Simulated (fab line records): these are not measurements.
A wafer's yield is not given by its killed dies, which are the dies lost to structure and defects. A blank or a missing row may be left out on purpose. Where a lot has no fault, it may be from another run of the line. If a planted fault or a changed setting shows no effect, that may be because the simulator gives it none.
fab line records	flow gf180mcu
record: lots: 14	wafers: 42	last-day: 34
route steps=602 shown MVPSD@86 V2@386 V3@430
lots untouched by any fault: they come from a run of this same line in which no faults occurred
start-h: hours from the record's first day to the start of the lot's first wafer shown	wait-h: how many hours have passed since the lot's step before this one	" repeats the value in the row above	L1.1+2: one row covering several wafers at once	- value missing, or start not given	* or withheld: withheld	< > ~ a bound
route shown NAME@n: a module of which the file shows steps, and the number in the route of the first	usual: mean/standard deviation taken from wafers without a fault	same: alike in all rows	chamber/n: place in a boat	sites: readings site by site	_std_site: how widely they spread, as a standard deviation	_edge_site: outer sites' mean less inner sites'	radius-mm: how far each site lies from the wafer's centre	mask NAME#n: copy n	behind: the most recent tool/chamber to have shaped the wafer	hold: what put the lot on hold/how long, in hours/how the hold closed	device: which transistor (n, p or np) failed to switch	end of line: the route-end tests of the same wafers	for a step that has no rows: nothing shown but its recipe	killed: count of dies lost to structure and defects at first sort (not the wafer's yield)	map: shows each die of a wafer: x if killed, . if not, _ if none is there
set.NAME: the run value of the setting; set.NAME@STEP: its run value at that earlier step	model.NAME: the simulator's own value behind a step, which no gauge read
a sample of lots followed through the steps of the route, with each step as a table and each wafer as a row
services: a tool's chamber out of use, with start hour (start-h, from the record's first day; less than 0 if before it), hours out, and reason
== steps ==
step: GF_MVPSD_IMPLANT_08
recipe: species: B	energy-kev: 170	dose-cm2: 1.5e+13	tilt-deg: 0
lot.wafer	tool	chamber	start-h	wait-h
L986.2+3+6	implanter-04	0	96.03	0.0
L987.2+4+5	implanter-04	0	103.43	0.0
L988.1+3+5	implanter-02	0	109.67	0.0
L989.2+4+5	implanter-02	0	114.98	0.0
L990.1+3+6	implanter-04	0	121.07	0.0
L991.1+3+6	implanter-02	0	127.26	0.0
L997.3+4+5	implanter-02	0	161.60	0.1
L100.4+5+6	implanter-03	0	180.28	0.1
L101.3+5+6	implanter-03	0	184.77	0.1
L104.1+3+4	implanter-03	0	209.65	0.0
L106.2+4+5	implanter-04	0	216.18	0.0
L107.2+3+5	implanter-03	0	222.38	0.0
L108.2+3+5	implanter-02	0	228.68	0.0
L109.1+2+3	implanter-03	0	234.86	0.0
step: GF_VT_IMPLANT_RS_MEAS_49
recipe: thk-meas-gauge: four-point-probe
usual: MVPSD_RS: 1170.7/2.6
lot.wafer	tool	chamber	start-h	wait-h	MVPSD_RS[ohm/sq]
L986.2	film-metro-02	-	157.92	0.1	1168.6
L986.3	"	-	"	"	1171.6
L986.6	"	-	"	"	1171.0
L987.2	film-metro-01	-	166.76	0.1	1166.2
L987.4	"	-	"	"	1163.5
L987.5	"	-	"	"	1167.8
L988.1	film-metro-02	-	171.38	0.1	1178.6
L988.3	"	-	"	"	1174.2
L988.5	"	-	"	"	1173.4
L989.2	film-metro-04	-	178.36	0.1	1173.4
L989.4	"	-	"	"	1175.2
L989.5	"	-	"	"	1173.0
L990.1	film-metro-01	-	185.84	0.1	1169.7
L990.3	"	-	"	"	1170.8
L990.6	"	-	"	"	1170.1
L991.1	film-metro-04	-	193.20	0.1	1179.1
L991.3	"	-	"	"	1176.2
L991.6	"	-	"	"	1178.9
L997.3	film-metro-01	-	230.88	0.1	1177.3
L997.4	"	-	"	"	1178.9
L997.5	"	-	"	"	1177.1
L100.4	film-metro-02	-	252.10	0.1	1172.0
L100.5	"	-	"	"	1167.4
L100.6	"	-	"	"	1174.9
L101.3	film-metro-04	-	257.39	0.1	1165.0
L101.5	"	-	"	"	1171.2
L101.6	"	-	"	"	1165.1
L104.1	film-metro-01	-	285.95	0.1	1171.2
L104.3	"	-	"	"	1169.1
L104.4	"	-	"	"	1172.5
L106.2	film-metro-01	-	292.19	0.1	1174.5
L106.4	"	-	"	"	1173.6
L106.5	"	-	"	"	1169.1
L107.2	film-metro-02	-	298.77	0.1	1170.1
L107.3	"	-	"	"	1168.5
L107.5	"	-	"	"	1168.0
L108.2	film-metro-04	-	307.36	0.1	1169.0
L108.3	"	-	"	"	1169.4
L108.5	"	-	"	"	1170.4
L109.1	film-metro-01	-	313.74	0.1	1169.3
L109.2	"	-	"	"	1171.9
L109.3	"	-	"	"	1172.9
step: GF_V2_CMP_04
recipe: material: SiO2	down-force-psi: 4	platen-rpm: 60	pad-velocity-m-s: 0.94248
usual: motor-current-A: 11.9/1.2	slurry-filter-dp-kPa: 13.51/0.13	time-to-endpoint-s: 79/5.4
lot.wafer	tool	chamber	start-h	wait-h	motor-current-A	slurry-filter-dp-kPa	time-to-endpoint-s
L986.2	cmp-01	2	439.15	0.1	11.4	13.62	68
L986.3	"	3	"	"	14.3	13.50	68
L986.6	"	2	"	"	12.6	13.50	76
L987.4	cmp-02	3	448.12	0.1	9.8	13.46	71
L987.2	"	1	"	"	11.6	13.63	78
L987.5	"	2	"	"	10.9	13.31	86
L988.1	cmp-02	2	457.80	0.1	10.7	13.36	78
L988.3	"	3	"	"	10.2	13.44	85
L988.5	"	0	"	"	10.4	13.74	88
L989.2	cmp-01	2	472.08	0.1	12.2	13.40	66
L989.4	"	1	"	"	12.7	13.44	80
L989.5	"	3	"	"	13.6	13.40	76
L990.3	cmp-02	1	484.84	0.1	11.0	13.52	79
L990.1	"	2	"	"	11.1	13.27	76
L990.6	"	1	"	"	11.6	13.43	85
L991.3	cmp-02	0	485.93	0.1	12.1	13.49	75
L991.1	"	2	"	"	10.5	13.44	79
L991.6	"	3	"	"	10.0	13.39	78
L997.3	cmp-02	2	540.47	0.0	10.5	13.60	81
L997.4	"	3	"	"	9.5	13.74	83
L997.5	"	2	"	"	11.0	13.42	86
L100.4	cmp-01	2	563.38	0.0	12.5	13.54	73
L100.6	"	2	"	"	13.2	13.52	78
L100.5	"	3	"	"	13.4	13.31	75
L101.3	cmp-02	3	567.71	0.1	10.2	13.56	78
L101.5	"	2	"	"	11.1	13.64	84
L101.6	"	3	"	"	9.9	13.55	82
L104.4	cmp-02	2	601.98	0.0	10.6	13.59	78
L104.1	"	3	"	"	10.0	13.40	64
L104.3	"	0	"	"	11.9	13.74	78
L106.2	cmp-02	1	608.59	0.1	11.3	13.49	88
L106.4	"	2	"	"	10.3	13.55	82
L106.5	"	0	"	"	12.0	13.46	82
L107.2	cmp-01	2	611.94	0.0	12.2	13.41	75
L107.3	"	3	"	"	13.5	13.51	73
L107.5	"	3	"	"	13.8	13.58	82
L108.3	cmp-01	2	622.23	0.0	12.1	13.45	70
L108.2	"	0	"	"	13.2	13.76	81
L108.5	"	2	"	"	13.2	13.58	81
L109.2	cmp-01	1	629.60	0.0	11.8	13.37	86
L109.3	"	3	"	"	14.4	13.48	79
L109.1	"	0	"	"	12.6	13.54	80
step: GF_V3_THK_MEAS_01
recipe: reads: SiO2_of_V3_CVD_00
usual: V3_CVD_00_THK: 603/6.1
lot.wafer	tool	chamber	start-h	wait-h	V3_CVD_00_THK[nm]
L986.2	film-metro-03	-	490.51	0.0	603
L986.3	"	-	"	"	609
L986.6	"	-	"	"	608
L987.2	film-metro-01	-	498.03	0.0	610
L987.4	"	-	"	"	614
L987.5	"	-	"	"	610
L988.1	film-metro-01	-	508.05	0.0	599
L988.3	"	-	"	"	597
L988.5	"	-	"	"	598
L989.2	film-metro-02	-	522.43	0.0	614
L989.4	"	-	"	"	607
L989.5	"	-	"	"	602
L990.1	film-metro-02	-	533.12	0.0	601
L990.3	"	-	"	"	612
L990.6	"	-	"	"	602
L991.1	film-metro-01	-	535.87	0.0	597
L991.3	"	-	"	"	602
L991.6	"	-	"	"	605
L997.3	film-metro-02	-	587.39	0.1	607
L997.4	"	-	"	"	603
L997.5	"	-	"	"	593
L100.4	film-metro-03	-	609.85	0.0	597
L100.5	"	-	"	"	599
L100.6	"	-	"	"	597
L101.3	film-metro-01	-	613.54	0.1	609
L101.5	"	-	"	"	604
L101.6	"	-	"	"	605
L104.1	film-metro-01	-	644.61	0.0	593
L104.3	"	-	"	"	597
L104.4	"	-	"	"	607
L106.2	film-metro-02	-	652.30	0.0	606
L106.4	"	-	"	"	606
L106.5	"	-	"	"	606
L107.2	film-metro-02	-	654.56	0.0	596
L107.3	"	-	"	"	598
L107.5	"	-	"	"	598
L108.2	film-metro-01	-	663.83	0.0	611
L108.3	"	-	"	"	594
L108.5	"	-	"	"	597
L109.1	film-metro-01	-	672.45	0.1	595
L109.2	"	-	"	"	599
L109.3	"	-	"	"	598
step: GF_V3_BOW_MEAS_05
recipe: mode: bow
usual: V3_BOW: 115/11
lot.wafer	tool	chamber	start-h	wait-h	V3_BOW[um]
L986.2	film-metro-01	-	491.01	0.2	107
L986.3	"	-	"	"	128
L986.6	"	-	"	"	114
L987.2	film-metro-03	-	498.53	0.2	92
L987.4	"	-	"	"	102
L987.5	"	-	"	"	110
L988.1	film-metro-02	-	508.54	0.2	98
L988.3	"	-	"	"	95
L988.5	"	-	"	"	95
L989.2	film-metro-03	-	522.93	0.2	111
L989.4	"	-	"	"	107
L989.5	"	-	"	"	99
L990.1	film-metro-03	-	533.61	0.2	137
L990.3	"	-	"	"	122
L990.6	"	-	"	"	118
L991.1	film-metro-01	-	536.36	0.2	125
L991.3	"	-	"	"	121
L991.6	"	-	"	"	114
L997.3	film-metro-01	-	587.90	0.2	120
L997.4	"	-	"	"	122
L997.5	"	-	"	"	132
L100.4	film-metro-03	-	610.41	0.2	107
L100.5	"	-	"	"	105
L100.6	"	-	"	"	108
L101.3	film-metro-03	-	614.05	0.1	108
L101.5	"	-	"	"	117
L101.6	"	-	"	"	102
L104.1	film-metro-01	-	645.14	0.2	114
L104.3	"	-	"	"	103
L104.4	"	-	"	"	99
L106.2	film-metro-03	-	652.80	0.2	109
L106.4	"	-	"	"	125
L106.5	"	-	"	"	100
L107.2	film-metro-03	-	655.06	0.3	132
L107.3	"	-	"	"	126
L107.5	"	-	"	"	135
L108.2	film-metro-01	-	664.33	0.3	111
L108.3	"	-	"	"	113
L108.5	"	-	"	"	114
L109.1	film-metro-03	-	672.94	0.2	115
L109.2	"	-	"	"	124
L109.3	"	-	"	"	112
== services ==
tool	chamber	start-h	hours	kind
cmp-02	-	77.84	1.7	repair
cmp-02	-	81.34	0.2	repair
implanter-03	-	99.39	0.5	repair
cmp-01	-	112.38	1.3	repair
cmp-02	-	180.27	11.7	pm
cmp-02	-	192.02	2.5	repair
cmp-01	-	204.39	15.6	repair
cmp-01	-	208.46	6.1	repair
cmp-02	-	232.24	4.0	pm
cmp-01	-	233.60	0.8	repair
cmp-02	-	241.85	2.7	repair
cmp-02	-	290.97	0.5	repair
cmp-01	-	305.57	3.4	pm
cmp-02	-	305.98	1.2	repair
cmp-01	-	376.03	8.3	pm
cmp-01	-	405.42	4.0	pm
cmp-02	-	424.46	3.3	repair
cmp-02	-	434.30	1.6	repair
cmp-02	-	467.25	0.6	repair
cmp-02	-	554.24	6.2	pm
cmp-01	-	558.74	4.3	repair
cmp-02	-	564.15	0.5	repair
cmp-02	-	572.24	4.0	pm
cmp-02	-	611.73	11.3	pm
== key ==
first-sign: step: GF_VT_IMPLANT_RS_MEAS_49	reading: MVPSD_RS	direction: up	sigmas: 2.7	usual: 1170.7	struck: 1177.9
effect none on later readings
met-at GF_MVPSD_IMPLANT_08
struck-lots L991,L997
tester-left-out L991,L997
not-acting-at GF_V2_CMP_04,GF_V3_THK_MEAS_01,GF_V3_BOW_MEAS_05
onset-between 114.98 127.26
fault: kind: process-parameter-drift	tool: implanter-02	chamber: -	onset-h: 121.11	steps: GF_MVPSD_IMPLANT_08	channel: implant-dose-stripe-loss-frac	offset: 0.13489	shape: step	end-h: 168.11
tester-left-out: of these lots the tester's yield and bins aren't shown, on N5 and GAA mostly nor the transistor test; their killed dies are dies lost to structure and defects alone, not to doping, threshold or leakage, so they don't give the yield
